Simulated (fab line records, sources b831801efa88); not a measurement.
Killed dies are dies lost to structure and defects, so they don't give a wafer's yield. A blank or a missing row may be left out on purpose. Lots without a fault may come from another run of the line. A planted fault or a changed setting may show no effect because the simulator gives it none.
Problem report in the 8D (eight disciplines) form, filled by code | flow gf180mcu | the parts of the form that need people (team, actions taken, sign-off) are left out

1. THE PROBLEM
CONTACT_CVD_02_THK at GF_CONTACT_THK_MEAS_03 reads a mean of 938 nm on 6 wafers of 2 lots; wafers without a fault read 859 nm with a standard deviation of 12. That is +6.5 standard deviations from the usual mean.
First seen on wafer L130.1, day 21 04:40, on film_metro-02. The record holds 39 wafers of 13 lots with a number at this step. Rule for "out", or "out of limits": more than 4 standard deviations from the usual mean. The other wafers with a number count as sound.

2. WHAT IT IS AND WHAT IT IS NOT
question                    | is                           | is not
which readings at this step | CONTACT_CVD_02_THK           | -
which lots                  | L130, L131                   | L113, L114, L116, L117, L118, L121, L122, L123, L124, L128, L132
which wafers of those lots  | all that have a number       | -
read on which gauges        | film_metro-01, film_metro-02 | film_metro-04
when                        | from day 21 04:40            | up to then (30 sound wafers); but 3 sound wafers of L132 came after

3. SUSPECTS, AND WHAT RULES EACH OUT
Counting: a tool at a process step up to the reading stays a suspect if it ran every lot that is out and no sound lot after the first of them.
- the gauge at GF_CONTACT_THK_MEAS_03: ruled out. The wafers that are out were read on 2 gauges (film_metro-01, film_metro-02).
- pvd_sputter-01 at GF_SALICIDE_SPUTTER_02 (material Co, target thk 10 nm, time 20 s): kept. It ran every lot that is out, first L130 (day 21 03:58), and no sound lot after that; its last sound lot up to then is L124 (day 18 15:33).
- pecvd-01 at GF_CONTACT_CVD_02 (deposits SiO2 from TEOS, target thk 860 nm, time 95.992 s): kept. It ran every lot that is out, first L130 (day 21 04:36), and no sound lot after that; its last sound lot up to then is L128 (day 20 19:13).
Left after counting: pvd_sputter-01 at GF_SALICIDE_SPUTTER_02, pecvd-01 at GF_CONTACT_CVD_02.

4. THE CAUSE (what the simulator had put in)
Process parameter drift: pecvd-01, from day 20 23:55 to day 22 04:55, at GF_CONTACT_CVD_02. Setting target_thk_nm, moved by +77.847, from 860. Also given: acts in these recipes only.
Counting left 2 suspects, and this tool is among them.

5. THE CHAIN OF EFFECTS, in route order
Each row: a reading whose mean over the struck wafers that have a number lies more than 3 standard deviations from the usual. Only readings for which the record gives a usual standard deviation are gone through. hours: the time from each lot's start at the first step in this table that gives one to its start at this step, as a median over the lots. sigmas: the change in usual standard deviations.
hours | step                   | reading            | usual  | on struck wafers | change | sigmas
0     | GF_CONTACT_THK_MEAS_03 | CONTACT_CVD_02_THK | 859 nm | 938              | +78    | +6.5
0     | GF_CONTACT_CMP_04      | time_to_endpoint_s | 111 s  | 136              | +25    | +3.5
The process steps in it:
- GF_CONTACT_CMP_04: polishes SiO2.

6. WHAT WOULD HAVE CAUGHT IT SOONER
In this record the first reading out of limits at a measuring or inspecting step was taken at day 21 04:40, 5 hours after the fault began at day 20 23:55.
Of the tool readings at GF_CONTACT_CVD_02 for which the record gives a usual standard deviation, none was out on any struck wafer, so an alarm limit of 4 standard deviations on them would not have fired.
Of the lots that are out (2), L131 began GF_CONTACT_CVD_02 on pecvd-01 after day 21 04:40. A hold on the tool at that time would have spared it.
